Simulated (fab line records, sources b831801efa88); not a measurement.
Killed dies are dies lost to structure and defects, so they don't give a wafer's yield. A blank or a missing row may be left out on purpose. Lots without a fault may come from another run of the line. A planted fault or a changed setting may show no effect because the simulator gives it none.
Which tool did it? | flow gf180mcu | 13 lots, 39 wafers sampled, at 5 steps of a route of 602

WHAT THE GAUGES READ, wafer by wafer
GF_POLY_GATE_CD_MEAS_10: target cd 280 nm. Usual: cd_nm 279.9 nm, standard deviation 1.1.
lot  | measured     | on        | cd_nm (nm)                          | flag
L819 | day 9 07:38  | cd_sem-02 | 277.9 278.5 278.5                   |
L821 | day 9 22:49  | cd_sem-02 | 280.3 279.4 279.5                   |
L822 | day 10 06:48 | cd_sem-02 | 278.8 280.2 279.5                   |
L823 | day 10 12:05 | cd_sem-02 | 278.6 279.8 279.3                   |
L824 | day 10 18:16 | cd_sem-01 | 321.7 323.6 323.5 321.5 323.3 323.4 | OFF
L834 | day 13 21:14 | cd_sem-02 | 279.4 278.9 279.1                   |
L835 | day 13 22:59 | cd_sem-02 | 281.0 282.3 282.3                   |
L836 | day 14 09:15 | cd_sem-02 | 280.1 280.4 280.8                   |
L837 | day 14 14:40 | cd_sem-02 | 278.3 278.7 279.5                   |
L838 | day 14 19:43 | cd_sem-01 | 277.1 277.0 278.5                   |
L839 | day 15 02:16 | cd_sem-01 | 279.7 280.9 281.1                   |
L840 | day 15 06:12 | cd_sem-01 | 280.1 280.8 280.3                   |
L842 | day 16 01:29 | cd_sem-02 | 281.5 281.8 280.7                   |

GF_PSD_CD_MEAS_07: target cd 400 nm. Usual: cd_nm 400.8 nm, standard deviation 2.2.
lot  | measured     | on        | cd_nm (nm)        | flag
L819 | day 14 06:26 | cd_sem-01 | 402.0 399.0 400.6 |
L821 | day 15 00:41 | cd_sem-01 | 397.6 397.0 397.1 |
L822 | day 15 11:22 | cd_sem-01 | 401.7 398.9 402.4 |
L823 | day 15 16:46 | cd_sem-01 | 398.2 398.2 397.0 |
L824 | day 16 00:49 | cd_sem-02 | 401.4 400.0 398.2 |
L834 | day 19 18:38 | cd_sem-01 | 401.5 401.8 402.5 |
L835 | day 19 22:36 | cd_sem-01 | 398.1 400.5 401.7 |
L836 | day 20 09:35 | cd_sem-01 | 400.6 397.1 400.0 |
L837 | day 20 14:07 | cd_sem-02 | 401.1 402.4 403.8 |
L838 | day 20 21:34 | cd_sem-02 | 400.3 398.7 399.2 |
L839 | day 21 03:30 | cd_sem-02 | 398.0 399.0 400.8 |
L840 | day 21 08:59 | cd_sem-02 | 397.8 396.8 400.0 |
L842 | day 22 04:58 | cd_sem-02 | 399.8 397.7 402.4 |

GF_V2_CD_MEAS_14: target cd 260 nm. Usual: cd_nm 259.6 nm, standard deviation 1.3.
lot  | measured     | on        | cd_nm (nm)        | flag
L819 | day 20 09:41 | cd_sem-01 | 261.5 261.0 261.2 |
L821 | day 21 04:53 | cd_sem-02 | 258.8 259.3 258.8 |
L822 | day 21 16:23 | cd_sem-02 | 258.4 258.4 259.1 |
L823 | day 21 22:37 | cd_sem-02 | 260.3 260.6 259.6 |
L824 | day 22 06:55 | cd_sem-02 | 260.1 258.8 259.1 |
L834 | day 25 17:34 | cd_sem-02 | 257.9 258.3 260.3 |
L835 | day 25 23:58 | cd_sem-02 | 259.0 260.1 259.5 |
L836 | day 26 09:32 | cd_sem-01 | 259.6 258.0 258.1 |
L837 | day 26 12:56 | cd_sem-02 | 259.8 258.8 259.2 |
L838 | day 26 18:55 | cd_sem-01 | 259.4 259.3 259.2 |
L839 | day 27 00:08 | cd_sem-01 | 261.6 260.4 260.6 |
L840 | day 27 05:14 | cd_sem-01 | 260.7 260.2 261.1 |
L842 | day 27 23:42 | cd_sem-01 | 258.5 259.7 259.5 |

WHICH TOOL RAN EACH LOT (tool, then ch and the chambers of the sampled wafers, then the start)
lot  | GF_POLY_GATE_EXPOSE_07            | GF_V2_CVD_02
L819 | krf_scanner-02 ch 0, day 8 23:06  | pecvd-03 ch 0,1,2, day 19 08:49
L821 | krf_scanner-02 ch 0, day 9 14:11  | pecvd-03 ch 0,2, day 20 04:04
L822 | krf_scanner-01 ch 0, day 9 22:18  | pecvd-03 ch 0,2, day 20 15:36
L823 | krf_scanner-02 ch 0, day 10 03:32 | pecvd-04 ch 1,2, day 20 22:04
L824 | krf_scanner-02 ch 0, day 10 09:55 | pecvd-03 ch 0,1,2, day 21 06:38
L834 | krf_scanner-01 ch 0, day 13 10:58 | pecvd-03 ch 1,2, day 24 19:44
L835 | krf_scanner-02 ch 0, day 13 13:08 | pecvd-01 ch 1,2, day 25 01:50
L836 | krf_scanner-02 ch 0, day 13 23:33 | pecvd-01 ch 0,1, day 25 11:33
L837 | krf_scanner-02 ch 0, day 14 05:04 | pecvd-04 ch 0,2, day 25 16:02
L838 | krf_scanner-02 ch 0, day 14 09:11 | pecvd-04 ch 0,2, day 25 22:11
L839 | krf_scanner-02 ch 0, day 14 15:46 | pecvd-01 ch 0,1,2, day 26 03:19
L840 | krf_scanner-02 ch 0, day 14 20:13 | pecvd-03 ch 0,1,2, day 26 08:44
L842 | krf_scanner-01 ch 0, day 15 14:48 | pecvd-03 ch 0,2, day 27 02:29
- GF_POLY_GATE_EXPOSE_07: exposes mask Poly2, target cd 280 nm.
- GF_V2_CVD_02: deposits SiO2 from TEOS, target thk 850 nm, time 94.851 s.

WHAT THE TOOLS THEMSELVES READ (means of the sampled wafers that have a number; where no wafer has one, the mark that the record gives instead)
GF_POLY_GATE_EXPOSE_07. Usual: stage_vel_mm_s 499.99 mm/s, standard deviation 0.29.
lot  | tool           | stage_vel_mm_s (mm/s) | flag
L819 | krf_scanner-02 | 500.51                |
L821 | krf_scanner-02 | 500.04                |
L822 | krf_scanner-01 | 500.26                |
L823 | krf_scanner-02 | 499.63                |
L824 | krf_scanner-02 | 500.04                |
L834 | krf_scanner-01 | 500.43                |
L835 | krf_scanner-02 | 499.86                |
L836 | krf_scanner-02 | 500.16                |
L837 | krf_scanner-02 | 499.91                |
L838 | krf_scanner-02 | 499.60                |
L839 | krf_scanner-02 | 499.84                |
L840 | krf_scanner-02 | 499.55                |
L842 | krf_scanner-01 | 500.16                |

GF_V2_CVD_02. Usual: heater_power_w 641 W, standard deviation 150.
lot  | tool     | heater_power_w (W) | flag
L819 | pecvd-03 | 645                |
L821 | pecvd-03 | 531                |
L822 | pecvd-03 | 591                |
L823 | pecvd-04 | 578                |
L824 | pecvd-03 | 639                |
L834 | pecvd-03 | 738                |
L835 | pecvd-01 | 615                |
L836 | pecvd-01 | 612                |
L837 | pecvd-04 | 685                |
L838 | pecvd-04 | 683                |
L839 | pecvd-01 | 654                |
L840 | pecvd-03 | 666                |
L842 | pecvd-03 | 545                |

THE ANSWER, worked out from the rows above alone
Rule: a lot is off if the mean of its wafers that have a number lies more than 3 standard deviations from the usual mean. A lot without any number at a reading at which 4 lots or more have one is off too. The other lots that the step has rows for count as sound. The gauges are gone through in route order, then the tools' own readings, and for those a lot's mean is taken as printed above. The first step at which some lot is off is used, and at that step the reading that is off furthest; a lot without a number counts as furthest.
Off: L824, at GF_POLY_GATE_CD_MEAS_10 (cd_nm).
A tool fits if, at a process step before that reading, it ran every lot that is off, and no sound lot after the first of them. The gauges at GF_POLY_GATE_CD_MEAS_10 are tried like those tools. None of those tried fits.

WHAT THE SIMULATOR HAD PUT IN
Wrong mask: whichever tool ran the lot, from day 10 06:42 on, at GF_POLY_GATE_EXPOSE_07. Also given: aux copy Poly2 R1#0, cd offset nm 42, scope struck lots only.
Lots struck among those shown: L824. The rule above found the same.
